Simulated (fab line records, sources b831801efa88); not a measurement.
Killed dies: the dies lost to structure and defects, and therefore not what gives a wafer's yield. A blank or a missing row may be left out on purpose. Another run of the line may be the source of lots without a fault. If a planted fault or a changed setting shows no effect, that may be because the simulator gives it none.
Struck lot and sound lot, side by side    flow sky130    25 out of 708 route steps
Sound: these wafers, L540.2, L540.4, L540.5. Wafers L553.1, L553.3, L553.6 were the ones struck. Last of all comes the cause.
Each step with rows lists, per side, the tool, then ch with its chambers, then its first start. Under that, the readings that differ: sound wafers    struck wafers    difference of the means    sigmas: that difference in standard deviations of wafers without a fault.
alike: readings whose means differ by less than 2 such deviations, and words and numbers that are the same on both sides. not compared: withheld readings, readings that some wafer has no value for, bounds like >300 that may hide the same value, and numbers for which the record gives no deviation and whose values overlap.
A row with sigmas, a row that says differs or no value, or rows on one side alone: a step with any of these is where the two part. Numbers that have no deviation but don't overlap get no sigmas and don't part them. A reading missing from all wafers of one side parts the sides only when that side holds two or more wafers.

first, 3 steps without rows for these wafers: SKY_CAP2M_EXPOSE_09 (exposes mask CAP2M, target cd 1000 nm); SKY_CAP2M_PEB_10; SKY_CAP2M_DEVELOP_11 (develop time 60 s).
SKY_CAP2M_OVL_MEAS_12:
  sound on overlay-02, day 40 22:22; struck on overlay-01, day 45 03:24
  alike: CAP2M_OVL
SKY_CAP2M_METAL_ETCH_13: etches TiN in Cl2/BCl3, stops on SiO2, target depth 220 nm, time 62.9 s.
  sound on rie-metal-04 ch 0,1, day 40 22:24; struck on rie-metal-02 ch 0,1, day 45 03:26
reading                sound              struck             difference  sigmas
oes-product-au (a.u.)  0.925 0.923 0.929  0.947 0.948 0.951  +0.023      +3
  alike: drypump-motor-current-A, mfc-cl2-sccm, throttle-valve-pct
  not compared: rf-hours-counter-h
SKY_CAP2M_STRIP_14: strips in O2/N2.
  sound on plasma-asher-03 ch 0,1, day 40 22:29; struck on plasma-asher-02 ch 0,1, day 45 03:32
  alike: drypump-motor-current-A, n2-flow-sccm, oes-product-au, strip-time-to-endpoint-s
  not compared: rf-hours-counter-h
then, 6 steps without rows for these wafers: SKY_CAP2M_STRIP_15 (strips in post etch residue remover, time 1200 s); SKY_CAP2M_CLEAN_16 (cleans in IPA, time 180 s); SKY_CAP2M_CLEAN_17 (cleans in O3/DIW); SKY_METAL4_DEHYDRATE_05 (time 60 s); SKY_METAL4_HMDS_06 (prime time 60 s); SKY_METAL4_COAT_07 (resist thk 60 nm).
SKY_METAL4_COAT_08: resist thk 1140 nm.
  sound on litho-track-02 ch 0, day 41 10:00; struck on litho-track-04 ch 0, day 45 14:00
reading                                        sound           struck          difference  sigmas
model.KrF-thick_of_METAL4_COAT_08.thk-nm (nm)  1138 1140 1139  1060 1057 1063  -79         
then, 4 steps without rows for these wafers: SKY_METAL4_SOFTBAKE_09 (time 90 s); SKY_METAL4_EXPOSE_10 (exposes mask MM4, target cd 300 nm); SKY_METAL4_PEB_11; SKY_METAL4_DEVELOP_12 (develop time 60 s).
SKY_METAL4_CD_MEAS_13: target cd 300 nm.
  sound on cd-sem-01, day 41 22:55; struck on cd-sem-01, day 46 00:58
  alike: cd-nm
SKY_METAL4_OVL_MEAS_14:
  sound on overlay-01, day 41 23:01; struck on overlay-01, day 46 01:05
  alike: METAL4_OVL
SKY_METAL4_DESCUM_15: chemistry O2, time 8 s.
  sound on rie-metal-02 ch 0, day 41 23:03; struck on rie-metal-02 ch 0,1, day 46 01:07
  alike: drypump-motor-current-A, oes-product-au
  not compared: rf-hours-counter-h, model.METAL4.cd-nm
SKY_METAL4_ETCH_16: etches BARC in N2/H2, stops on SiO2, time 88.2 s, target depth 60 nm.
  sound on rie-metal-02 ch 0, day 41 23:05; struck on rie-metal-02 ch 0,1, day 46 01:09
  alike: drypump-motor-current-A, n2-flow-sccm, oes-product-au, throttle-valve-pct
  not compared: rf-hours-counter-h
SKY_METAL4_ETCH_17: etches SiO2 in C4F8/O2/Ar, stops on TiN, time 3.9 s, target depth 15 nm.
  sound on rie-diel-02 ch 0,2, day 41 23:11; struck on rie-diel-04 ch 1,2,3, day 46 01:15
  alike: oes-product-au
  not compared: rf-hours-counter-h
SKY_METAL4_METAL_ETCH_18: etches the open film in Cl2/BCl3, stops on SiO2, target depth 845 nm, time 183.1 s.
  sound on rie-metal-04 ch 0,1, day 41 23:12; struck on rie-metal-04 ch 0,1, day 46 01:16
reading                                        sound            struck           difference  sigmas
model.KrF-thick_of_METAL4_COAT_08.thk-nm (nm)  534.2 516.6 519  444.4 457.6 460  -69.3       
  alike: drypump-motor-current-A, mfc-cl2-sccm, oes-product-au, throttle-valve-pct
  not compared: rf-hours-counter-h
SKY_METAL4_STRIP_19: strips in O2/N2.
  sound on plasma-asher-03 ch 0,1, day 41 23:23; struck on plasma-asher-01 ch 0,1, day 46 01:27
reading                       sound              struck             difference  sigmas
oes-product-au (a.u.)         0.505 0.503 0.500  0.473 0.464 0.473  -0.033      -7
strip-time-to-endpoint-s (s)  6.60 6.43 6.47     5.70 5.84 5.85     -0.70       -10
  alike: drypump-motor-current-A, n2-flow-sccm
  not compared: rf-hours-counter-h
then, 1 step without rows for these wafers: SKY_METAL4_STRIP_20 (strips in post etch residue remover, time 1200 s).

== WHERE THEY PART ==
Last at SKY_METAL4_STRIP_19 as far as this record goes, first at SKY_CAP2M_METAL_ETCH_13.

WHY: what had been put in by the simulator
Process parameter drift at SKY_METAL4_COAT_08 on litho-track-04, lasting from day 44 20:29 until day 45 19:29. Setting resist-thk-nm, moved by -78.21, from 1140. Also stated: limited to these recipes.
